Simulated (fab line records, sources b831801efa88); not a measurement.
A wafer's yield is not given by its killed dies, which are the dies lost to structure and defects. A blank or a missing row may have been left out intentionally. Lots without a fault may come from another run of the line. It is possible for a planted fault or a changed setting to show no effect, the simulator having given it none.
fab line records ; flow gf180mcu
record lots=15; wafers=45; last_day=34
route steps=602 shown CONTACT@302 M1@316
lots that met no fault: taken from a fault-free run of the same line
start_h: hours from the record's first day to the start of the lot's first wafer shown ; wait_h: how many hours have passed since the lot's step before this one ; " repeats the value in the row above ; L1.1+2: several wafers, shown together as one row ; - either no value or no given start ; * or withheld: withheld ; < > ~ a bound
route shown NAME@n: NAME is a module with steps in the file, n the number in the route of the first one ; usual: mean and standard deviation over wafers with no fault ; same: alike in all rows ; chamber/n: place in a boat ; sites: the reading at each site ; _std_site: how widely they spread, as a standard deviation ; _edge_site: outer sites' mean less inner sites' ; radius_mm: how far each site lies from the wafer's centre ; mask NAME#n: copy n ; behind: tool/chamber where the wafer was last shaped ; hold: cause of the lot's hold/its duration in hours/its outcome ; device: whichever transistor did not switch (one of n, p or np) ; end of line: the route-end tests of the same wafers ; a step without rows: its recipe alone ; killed: at the first sort, the dies lost to defects and structure; wafer yield is something else ; map: the dies of a wafer, with x for killed, . for not killed, _ for no die there
set.NAME: the setting as run; set.NAME@STEP: as run at that earlier step ; model.NAME: the simulator's own value behind a step, which no gauge read
a sample of lots followed through the steps of the route, with each step as a table and each wafer as a row
services: from which hour (start_h, from the record's first day; less than 0 if before it) a tool's chamber was out of use, for how many hours, and why
## steps
# step GF_CONTACT_OVL_MEAS_15
# usual CONTACT_OVL=-2/5.4
lot.wafer;tool;chamber;start_h;wait_h;CONTACT_OVL[nm]
L458.1;overlay-01;-;356.83;0.1;3
L458.4;overlay-01;-;356.83;0.1;0
L458.6;overlay-01;-;356.83;0.1;-4
L459.3;overlay-01;-;366.58;0.1;0
L459.4;overlay-01;-;366.58;0.1;10
L459.5;overlay-01;-;366.58;0.1;0
L460.3;overlay-02;-;376.34;0.1;-1
L460.4;overlay-02;-;376.34;0.1;-1
L460.5;overlay-02;-;376.34;0.1;1
L462.2;overlay-02;-;399.21;0.1;3
L462.3;overlay-02;-;399.21;0.1;0
L462.6;overlay-02;-;399.21;0.1;-2
L463.2;overlay-02;-;414.03;0.1;-8
L463.3;overlay-02;-;414.03;0.1;-4
L463.6;overlay-02;-;414.03;0.1;-8
L464.1;overlay-01;-;423.52;0.1;-1
L464.2;overlay-01;-;423.52;0.1;-11
L464.5;overlay-01;-;423.52;0.1;-3
L465.3;overlay-02;-;431.08;0.1;-7
L465.4;overlay-02;-;431.08;0.1;-8
L465.5;overlay-02;-;431.08;0.1;0
L466.2;overlay-02;-;447.48;0.1;4
L466.3;overlay-02;-;447.48;0.1;-2
L466.4;overlay-02;-;447.48;0.1;5
L467.2;overlay-02;-;456.18;0.1;-9
L467.4;overlay-02;-;456.18;0.1;-3
L467.5;overlay-02;-;456.18;0.1;-7
L468.2;overlay-01;-;456.53;0.1;-3
L468.3;overlay-01;-;456.53;0.1;-4
L468.5;overlay-01;-;456.53;0.1;-5
L469.1;overlay-01;-;461.99;0.1;-4
L469.2;overlay-01;-;461.99;0.1;-5
L469.6;overlay-01;-;461.99;0.1;-4
L472.1;overlay-01;-;491.79;0.1;-6
L472.2;overlay-01;-;491.79;0.1;-8
L472.5;overlay-01;-;491.79;0.1;1
L478.2;overlay-01;-;533.35;0.1;-11
L478.5;overlay-01;-;533.35;0.1;-12
L478.6;overlay-01;-;533.35;0.1;-13
L480.2;overlay-02;-;554.48;0.1;-1
L480.4;overlay-02;-;554.48;0.1;-3
L480.6;overlay-02;-;554.48;0.1;-5
L481.3;overlay-01;-;560.03;0.1;0
L481.5;overlay-01;-;560.03;0.1;-5
L481.6;overlay-01;-;560.03;0.1;3
# step GF_CONTACT_SPUTTER_23
# recipe material=TiN; target_thk_nm=10; chamber_pressure_pa=5; power_w=4000; time_s=40
# usual throttle_valve_pct=30.1/0.95
lot.wafer;tool;chamber;start_h;wait_h;throttle_valve_pct
L458.1;pvd_sputter-02;-;357.38;0.0;28.3
L458.4;pvd_sputter-02;-;357.38;0.0;31.4
L458.6;pvd_sputter-02;-;357.38;0.0;31.3
L459.3;pvd_sputter-02;-;367.13;0.0;30.5
L459.4;pvd_sputter-02;-;367.13;0.0;28.0
L459.5;pvd_sputter-02;-;367.13;0.0;30.2
L460.3;pvd_sputter-03;-;376.89;0.0;30.2
L460.4;pvd_sputter-03;-;376.89;0.0;30.3
L460.5;pvd_sputter-03;-;376.89;0.0;30.0
L462.2;pvd_sputter-04;-;399.77;0.0;30.8
L462.3;pvd_sputter-04;-;399.77;0.0;30.9
L462.6;pvd_sputter-04;-;399.77;0.0;31.0
L463.2;pvd_sputter-02;-;414.58;0.0;27.9
L463.3;pvd_sputter-02;-;414.58;0.0;30.3
L463.6;pvd_sputter-02;-;414.58;0.0;30.5
L464.1;pvd_sputter-04;-;424.08;0.0;31.4
L464.2;pvd_sputter-04;-;424.08;0.0;30.5
L464.5;pvd_sputter-04;-;424.08;0.0;30.4
L465.3;pvd_sputter-02;-;431.64;0.0;30.4
L465.4;pvd_sputter-02;-;431.64;0.0;28.2
L465.5;pvd_sputter-02;-;431.64;0.0;28.1
L466.2;pvd_sputter-04;-;448.03;0.0;30.7
L466.3;pvd_sputter-04;-;448.03;0.0;31.1
L466.4;pvd_sputter-04;-;448.03;0.0;30.8
L467.2;pvd_sputter-02;-;456.73;0.0;31.6
L467.4;pvd_sputter-02;-;456.73;0.0;30.6
L467.5;pvd_sputter-02;-;456.73;0.0;30.3
L468.2;pvd_sputter-03;-;457.08;0.0;29.9
L468.3;pvd_sputter-03;-;457.08;0.0;30.4
L468.5;pvd_sputter-03;-;457.08;0.0;30.1
L469.1;pvd_sputter-02;-;462.64;0.0;31.4
L469.2;pvd_sputter-02;-;462.64;0.0;30.4
L469.6;pvd_sputter-02;-;462.64;0.0;30.4
L472.1;pvd_sputter-02;-;492.36;0.0;28.1
L472.2;pvd_sputter-02;-;492.36;0.0;30.1
L472.5;pvd_sputter-02;-;492.36;0.0;27.9
L478.2;pvd_sputter-04;-;533.90;0.0;30.6
L478.5;pvd_sputter-04;-;533.90;0.0;31.0
L478.6;pvd_sputter-04;-;533.90;0.0;30.0
L480.2;pvd_sputter-02;-;555.03;0.0;31.2
L480.4;pvd_sputter-02;-;555.03;0.0;28.3
L480.6;pvd_sputter-02;-;555.03;0.0;30.4
L481.3;pvd_sputter-02;-;560.58;0.0;31.1
L481.5;pvd_sputter-02;-;560.58;0.0;30.4
L481.6;pvd_sputter-02;-;560.58;0.0;27.9
# step GF_M1_SPUTTER_01
# recipe material=TiN; target_thk_nm=30; power_w=6500; time_s=25; chamber_pressure_pa=0.4
# usual throttle_valve_pct=30.1/0.97
lot.wafer;tool;chamber;start_h;wait_h;throttle_valve_pct
L458.1;pvd_sputter-01;-;358.10;0.1;29.3
L458.4;pvd_sputter-01;-;358.10;0.1;32.2
L458.6;pvd_sputter-01;-;358.10;0.1;29.2
L459.3;pvd_sputter-01;-;367.85;0.1;30.3
L459.4;pvd_sputter-01;-;367.85;0.1;32.0
L459.5;pvd_sputter-01;-;367.85;0.1;29.2
L460.3;pvd_sputter-02;-;377.61;0.1;28.2
L460.4;pvd_sputter-02;-;377.61;0.1;31.4
L460.5;pvd_sputter-02;-;377.61;0.1;30.2
L462.2;pvd_sputter-03;-;400.49;0.1;30.1
L462.3;pvd_sputter-03;-;400.49;0.1;29.9
L462.6;pvd_sputter-03;-;400.49;0.1;30.4
L463.2;pvd_sputter-03;-;415.31;0.1;30.2
L463.3;pvd_sputter-03;-;415.31;0.1;29.1
L463.6;pvd_sputter-03;-;415.31;0.1;30.5
L464.1;pvd_sputter-01;-;424.80;0.1;31.8
L464.2;pvd_sputter-01;-;424.80;0.1;30.1
L464.5;pvd_sputter-01;-;424.80;0.1;30.4
L465.3;pvd_sputter-03;-;432.36;0.1;30.5
L465.4;pvd_sputter-03;-;432.36;0.1;29.4
L465.5;pvd_sputter-03;-;432.36;0.1;30.5
L466.2;pvd_sputter-01;-;448.75;0.1;30.3
L466.3;pvd_sputter-01;-;448.75;0.1;29.5
L466.4;pvd_sputter-01;-;448.75;0.1;29.4
L467.2;pvd_sputter-01;-;457.45;0.1;31.8
L467.4;pvd_sputter-01;-;457.45;0.1;29.4
L467.5;pvd_sputter-01;-;457.45;0.1;30.3
L468.2;pvd_sputter-02;-;457.80;0.1;31.4
L468.3;pvd_sputter-02;-;457.80;0.1;30.2
L468.5;pvd_sputter-02;-;457.80;0.1;30.3
L469.1;pvd_sputter-03;-;463.37;0.1;30.3
L469.2;pvd_sputter-03;-;463.37;0.1;30.2
L469.6;pvd_sputter-03;-;463.37;0.1;29.8
L472.1;pvd_sputter-01;-;493.07;0.1;30.1
L472.2;pvd_sputter-01;-;493.07;0.1;29.3
L472.5;pvd_sputter-01;-;493.07;0.1;30.5
L478.2;pvd_sputter-03;-;534.62;0.1;28.8
L478.5;pvd_sputter-03;-;534.62;0.1;30.0
L478.6;pvd_sputter-03;-;534.62;0.1;29.2
L480.2;pvd_sputter-01;-;555.75;0.1;29.2
L480.4;pvd_sputter-01;-;555.75;0.1;31.8
L480.6;pvd_sputter-01;-;555.75;0.1;29.3
L481.3;pvd_sputter-03;-;561.30;0.1;29.1
L481.5;pvd_sputter-03;-;561.30;0.1;30.2
L481.6;pvd_sputter-03;-;561.30;0.1;30.7
# step GF_M1_METAL_ETCH_16
# recipe chemistry=Cl2/BCl3; mask_material=KrF; target_depth_nm=627.5; stop_on=SiO2; pressure_mtorr=8; icp_w=800; bias_w=140; Cl2_flow_sccm=80; bcl3_flow_sccm=40; time_s=108
# usual bcl3_flow_sccm=40.00/0.12; bias_w=140.0/0.37; drypump_motor_current_A=5.66/0.28; oes_product_au=0.965/0.0094; rf_fwd_power_W=796.3/1.9; throttle_valve_pct=28.259/0.013
lot.wafer;tool;chamber;start_h;wait_h;bcl3_flow_sccm;bias_w;drypump_motor_current_A;oes_product_au;rf_fwd_power_W;rf_hours_counter_h;throttle_valve_pct
L458.1;rie_metal-02;0;380.66;0.0;40.22;-;5.53;0.960;-;8.7;28.234
L458.4;rie_metal-02;1;380.66;0.0;40.09;-;5.61;0.964;-;-;28.258
L458.6;rie_metal-02;0;380.66;0.0;40.17;-;5.52;0.960;-;-;28.231
L459.3;rie_metal-04;1;391.04;0.1;39.97;-;5.30;0.954;-;-;28.269
L459.4;rie_metal-04;0;391.04;0.1;40.16;-;6.17;0.966;-;-;28.256
L459.5;rie_metal-04;1;391.04;0.1;39.88;-;5.32;0.971;-;-;28.256
L460.3;rie_metal-02;1;400.53;0.1;39.87;-;5.63;0.962;-;-;28.254
L460.4;rie_metal-02;0;400.53;0.1;39.84;-;5.55;0.968;-;-;28.270
L460.5;rie_metal-02;1;400.53;0.1;40.01;-;5.61;0.959;-;-;28.268
L462.2;rie_metal-02;0;424.51;0.0;40.19;-;5.54;0.972;-;9.6;28.246
L462.3;rie_metal-02;0;424.51;0.0;40.13;-;5.52;0.978;-;-;28.246
L462.6;rie_metal-02;1;424.51;0.0;40.09;-;5.57;0.978;-;-;28.259
L463.2;rie_metal-04;0;439.61;0.0;40.06;-;6.17;0.967;-;7.3;28.261
L463.3;rie_metal-04;0;439.61;0.0;40.15;-;6.17;0.965;-;-;28.244
L463.6;rie_metal-04;1;439.61;0.0;40.03;-;5.28;0.955;-;-;28.264
L464.1;rie_metal-01;1;449.66;0.0;39.85;139.1;5.59;0.954;800.6;4.0;28.270
L464.2;rie_metal-01;0;449.66;0.0;40.06;140.0;5.86;0.959;796.5;1.2;28.289
L464.5;rie_metal-01;1;449.66;0.0;39.99;140.3;5.57;0.950;798.9;-;28.252
L465.3;rie_metal-01;0;456.96;0.1;40.08;140.4;5.85;0.953;800.8;-;28.283
L465.4;rie_metal-01;1;456.96;0.1;40.00;140.2;5.58;0.959;795.1;-;28.272
L465.5;rie_metal-01;0;456.96;0.1;40.11;139.8;5.84;0.950;797.5;-;28.259
L466.2;rie_metal-02;1;473.60;0.1;39.98;-;5.57;0.968;-;-;28.233
L466.3;rie_metal-02;1;473.60;0.1;39.92;-;5.59;0.977;-;-;28.244
L466.4;rie_metal-02;1;473.60;0.1;40.07;-;5.60;0.966;-;-;28.247
L467.2;rie_metal-04;0;481.40;0.0;-;-;-;-;-;-;-
L467.4;rie_metal-04;1;481.40;0.0;-;-;-;-;-;-;-
L467.5;rie_metal-04;1;481.40;0.0;-;-;-;-;-;-;-
L468.2;rie_metal-01;1;482.31;0.0;-;-;-;-;-;-;-
L468.3;rie_metal-01;1;482.31;0.0;-;-;-;-;-;-;-
L468.5;rie_metal-01;0;482.31;0.0;-;-;-;-;-;-;-
L469.1;rie_metal-02;0;488.71;0.0;-;-;-;-;-;-;-
L469.2;rie_metal-02;1;488.71;0.0;-;-;-;-;-;-;-
L469.6;rie_metal-02;0;488.71;0.0;-;-;-;-;-;-;-
L472.1;rie_metal-01;1;517.25;0.0;39.99;140.5;5.58;0.958;794.6;5.6;28.265
L472.2;rie_metal-01;0;517.25;0.0;40.07;140.1;5.84;0.958;794.8;2.3;28.270
L472.5;rie_metal-01;0;517.25;0.0;40.09;139.8;5.83;0.955;797.9;-;28.274
L478.2;rie_metal-02;1;558.11;0.0;39.89;-;5.60;0.969;-;9.2;28.245
L478.5;rie_metal-02;0;558.11;0.0;40.04;-;5.49;0.973;-;-;28.265
L478.6;rie_metal-02;1;558.11;0.0;39.89;-;5.60;0.963;-;-;28.263
L480.2;rie_metal-01;1;578.35;0.0;39.96;-;5.57;0.984;-;6.9;28.263
L480.4;rie_metal-01;0;578.35;0.0;40.03;-;5.80;0.976;-;-;28.243
L480.6;rie_metal-01;0;578.35;0.0;40.31;-;5.80;0.970;-;-;28.258
L481.3;rie_metal-04;1;583.31;0.1;39.76;-;5.27;0.975;-;-;28.259
L481.5;rie_metal-04;0;583.31;0.1;40.00;-;6.19;0.966;-;-;28.268
L481.6;rie_metal-04;1;583.31;0.1;39.86;-;5.28;0.956;-;-;28.255
# step GF_M1_STRIP_17
# recipe chemistry=O2/N2; power_w=1400; pressure_mtorr=1500; platen_temp_c=250; o2_flow_sccm=3000; n2_flow_sccm=300; overash_fraction=0.5
# usual drypump_motor_current_A=5.7/0.48; heater_power_w=340/44; oes_product_au=0.554/0.0045; strip_time_to_endpoint_s=7.78/0.044
lot.wafer;tool;chamber;start_h;wait_h;drypump_motor_current_A;heater_power_w;oes_product_au;rf_hours_counter_h;strip_time_to_endpoint_s
L458.1;plasma_asher-02;0;380.77;0.1;5.9;353;0.553;70;7.79
L458.4;plasma_asher-02;1;380.77;0.1;6.3;421;0.555;-;7.84
L458.6;plasma_asher-02;1;380.77;0.1;6.3;406;0.564;-;7.82
L459.3;plasma_asher-01;0;391.15;0.1;5.6;309;0.556;-;7.80
L459.4;plasma_asher-01;1;391.15;0.1;5.1;382;0.561;-;7.75
L459.5;plasma_asher-01;0;391.15;0.1;5.6;299;0.549;-;7.76
L460.3;plasma_asher-01;0;400.64;0.1;5.6;303;0.552;-;7.85
L460.4;plasma_asher-01;1;400.64;0.1;5.1;388;0.551;-;7.81
L460.5;plasma_asher-01;0;400.64;0.1;5.6;295;0.558;-;7.85
L462.2;plasma_asher-04;0;424.62;0.1;5.3;316;0.547;33;7.70
L462.3;plasma_asher-04;0;424.62;0.1;5.3;313;0.548;-;7.72
L462.6;plasma_asher-04;0;424.62;0.1;5.3;315;0.549;-;7.79
L463.2;plasma_asher-02;0;439.72;0.1;5.9;378;0.553;1;7.76
L463.3;plasma_asher-02;1;439.72;0.1;6.2;402;0.552;-;7.77
L463.6;plasma_asher-02;1;439.72;0.1;6.3;403;0.555;-;7.75
L464.1;plasma_asher-04;0;449.80;0.1;5.3;311;0.555;35;7.79
L464.2;plasma_asher-04;1;449.80;0.1;6.4;285;0.552;35;7.78
L464.5;plasma_asher-04;1;449.80;0.1;6.4;282;0.558;-;7.78
L465.3;plasma_asher-02;0;457.09;0.1;5.9;374;0.559;-;7.81
L465.4;plasma_asher-02;1;457.09;0.1;6.3;413;0.553;-;7.85
L465.5;plasma_asher-02;0;457.09;0.1;5.9;369;0.553;-;7.80
L466.2;plasma_asher-01;1;473.78;0.1;5.1;385;0.562;71;7.76
L466.3;plasma_asher-01;1;473.78;0.1;5.1;388;0.558;-;7.78
L466.4;plasma_asher-01;0;473.78;0.1;5.6;305;0.558;-;7.77
L467.2;plasma_asher-04;1;481.52;0.1;6.4;289;0.659;38;10.23
L467.4;plasma_asher-04;0;481.52;0.1;5.3;318;0.656;-;10.21
L467.5;plasma_asher-04;1;481.52;0.1;6.4;289;0.658;-;10.23
L468.2;plasma_asher-02;0;482.46;0.1;5.9;375;0.653;5;10.18
L468.3;plasma_asher-02;1;482.46;0.1;6.3;395;0.662;-;10.20
L468.5;plasma_asher-02;0;482.46;0.1;5.9;374;0.661;-;10.20
L469.1;plasma_asher-02;0;488.82;0.1;5.9;385;0.663;6;10.24
L469.2;plasma_asher-02;1;488.82;0.1;6.3;415;0.664;6;10.25
L469.6;plasma_asher-02;1;488.82;0.1;6.3;401;0.660;-;10.25
L472.1;plasma_asher-04;0;517.40;0.1;5.4;318;0.557;42;7.74
L472.2;plasma_asher-04;1;517.40;0.1;6.4;294;0.549;42;7.68
L472.5;plasma_asher-04;0;517.40;0.1;5.3;320;0.553;-;7.68
L478.2;plasma_asher-04;0;558.22;0.1;5.4;317;0.552;46;7.86
L478.5;plasma_asher-04;0;558.22;0.1;5.3;308;0.554;-;7.82
L478.6;plasma_asher-04;1;558.22;0.1;6.4;289;0.565;-;7.82
L480.2;plasma_asher-01;0;578.47;0.1;5.6;298;0.555;82;7.76
L480.4;plasma_asher-01;0;578.47;0.1;5.6;303;0.557;-;7.77
L480.6;plasma_asher-01;0;578.47;0.1;5.6;303;0.554;-;7.74
L481.3;plasma_asher-01;1;583.41;0.1;5.1;393;0.562;-;7.83
L481.5;plasma_asher-01;0;583.41;0.1;5.6;298;0.542;-;7.81
L481.6;plasma_asher-01;1;583.41;0.1;5.1;385;0.559;-;7.84
## services
tool;chamber;start_h;hours;kind
plasma_asher-04;-;341.75;2.7;repair
pvd_sputter-04;-;343.75;2.1;repair
pvd_sputter-03;2;344.42;-;consumable_replace:kit
pvd_sputter-03;2;344.42;18.0;scheduled_down
pvd_sputter-03;2;344.42;18.0;vent_cycle
rie_metal-04;1;406.69;28.8;repair
pvd_sputter-02;1;409.48;-;consumable_replace:kit
pvd_sputter-02;1;409.48;18.0;scheduled_down
pvd_sputter-02;1;409.48;18.0;vent_cycle
pvd_sputter-03;-;414.32;0.8;repair
plasma_asher-02;-;421.25;9.0;pm
plasma_asher-04;-;426.68;7.7;pm
plasma_asher-02;-;451.18;2.3;repair
pvd_sputter-03;-;457.82;5.1;repair
rie_metal-04;-;484.07;0.5;repair
rie_metal-01;0;492.56;9.8;repair
pvd_sputter-02;-;495.76;2.2;repair
plasma_asher-04;-;500.19;4.2;repair
plasma_asher-01;-;524.67;4.0;pm
pvd_sputter-02;-;527.34;9.0;repair
plasma_asher-01;-;537.16;1.0;repair
rie_metal-01;1;552.17;16.0;repair
pvd_sputter-04;-;568.06;3.3;repair
rie_metal-01;0;574.98;1.6;repair
## key
first_sign step=GF_M1_METAL_ETCH_16; reading=tool_record; direction=missing
effect step=GF_M1_STRIP_17; reading=strip_time_to_endpoint_s; direction=up; sigmas=55; usual=*; struck=*
met_at GF_M1_METAL_ETCH_16
struck_lots L467,L468,L469
later_rows_left_out L467.2,L467.4,L467.5,L468.2,L468.3,L468.5,L469.1,L469.2,L469.6
sort_left_out L467.2,L467.4,L467.5,L468.2,L468.3,L468.5,L469.1,L469.2,L469.6
not_acting_at GF_CONTACT_OVL_MEAS_15,GF_CONTACT_SPUTTER_23,GF_M1_SPUTTER_01
onset_between 473.60 481.40
fault kind=skipped_step_whole; tool=rie_metal-01,rie_metal-02,rie_metal-04; chamber=-; onset_h=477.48; steps=GF_M1_METAL_ETCH_16; scope=struck_lots_only
# sort_left_out: the simulated sort isn't trusted on such a fault, so these wafers' sort isn't shown, and their yield isn't known
# later_rows_left_out: the simulator's readings of these wafers behind a module that went badly wrong aren't trusted and aren't shown, but for the sort
